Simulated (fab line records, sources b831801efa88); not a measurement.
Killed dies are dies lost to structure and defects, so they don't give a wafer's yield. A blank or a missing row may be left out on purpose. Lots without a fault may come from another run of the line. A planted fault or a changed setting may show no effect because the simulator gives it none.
One fault seen from 2 desks | flow sky130 | each desk has only its own numbers; what lay behind them comes last

THE METROLOGY DESK
What the gauges read, lot by lot, whatever tool the lot ran on: means of the sampled wafers that have a number. A lot is out of limits, marked OUT, if its mean lies more than 4 standard deviations from the usual mean; the brackets give that distance.
Columns: A = VIA1_W_THK at SKY_VIA1_THK_MEAS_23, usual 261 nm
lot  | first seen here | A
L844 | day 34 18:52    | 254
L845 | day 35 03:10    | 254
L846 | day 35 14:11    | 265
L848 | day 35 19:32    | 261
L850 | day 36 09:13    | 269
L860 | day 39 10:01    | 264
L863 | day 40 03:02    | 266
L865 | day 40 21:01    | 253
L866 | day 40 22:41    | 260
L867 | day 41 02:28    | 262
This desk's finding: nothing out of limits on any of the 10 lots.

THE TOOL OWNER'S DESK: rie_metal-02
The tool's own readings at SKY_LOCAL_INTERCONNECT_METAL_ETCH_14 (etches TiN in Cl2/BCl3, stops on PSG, target depth 110 nm, time 31.4 s): means of the sampled wafers that have a number, for each lot that ran on this tool. A lot is out of limits, marked OUT, if its mean lies more than 4 standard deviations from the usual mean; the brackets give that distance.
Columns: A = bcl3_flow_sccm at SKY_LOCAL_INTERCONNECT_METAL_ETCH_14, usual 29.97 sccm; B = drypump_motor_current_A at SKY_LOCAL_INTERCONNECT_METAL_ETCH_14, usual 5.7 A; C = oes_product_au at SKY_LOCAL_INTERCONNECT_METAL_ETCH_14, usual 0.941 a.u.; D = run_length_s at SKY_LOCAL_INTERCONNECT_METAL_ETCH_14, usual 60.0 s; E = throttle_valve_pct at SKY_LOCAL_INTERCONNECT_METAL_ETCH_14, usual 21.902 %
lot  | first seen here | A     | B   | C     | D               | E
L844 | day 31 05:45    | 29.91 | 5.8 | 0.946 | 60.4            | 21.894
L845 | day 31 11:06    | 30.07 | 5.8 | 0.935 | 60.4            | 21.910
L850 | day 32 19:30    | 30.06 | 6.1 | 0.970 | 55.7 (-6.1) OUT | 21.886
L851 | day 33 01:04    | 30.00 | 6.3 | 0.980 | 53.2 (-9.6) OUT | 21.877
L863 | day 36 17:27    | 29.98 | 6.0 | 0.934 | 60.2            | 21.910
L866 | day 37 15:17    | 30.03 | 6.1 | 0.939 | 59.8            | 21.901
L867 | day 37 18:28    | 29.98 | 6.0 | 0.944 | 59.9            | 21.904
This desk's finding: out of limits on L850, L851; first on L850, day 32 19:30 (run_length_s at SKY_LOCAL_INTERCONNECT_METAL_ETCH_14). In limits: L844, L845, L863, L866, L867.

PUT TOGETHER
The tool owner's desk could have raised an alarm at day 32 19:30, on L850, L851.
The metrology desk saw nothing out of limits.
The metrology desk has L850 on record, within its limits.
The metrology desk has no number on record for L851.
Of the lots named, all ran SKY_LOCAL_INTERCONNECT_METAL_ETCH_14 on rie_metal-02.

WHAT THE SIMULATOR HAD PUT IN
Process parameter drift: rie_metal-02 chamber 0, from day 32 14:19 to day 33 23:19, at SKY_LOCAL_INTERCONNECT_METAL_ETCH_14. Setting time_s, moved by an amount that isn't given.
Lots struck among those shown: L850, L851.
Hours from the fault's start to each desk's first reading out of limits: the tool owner's desk, 5.
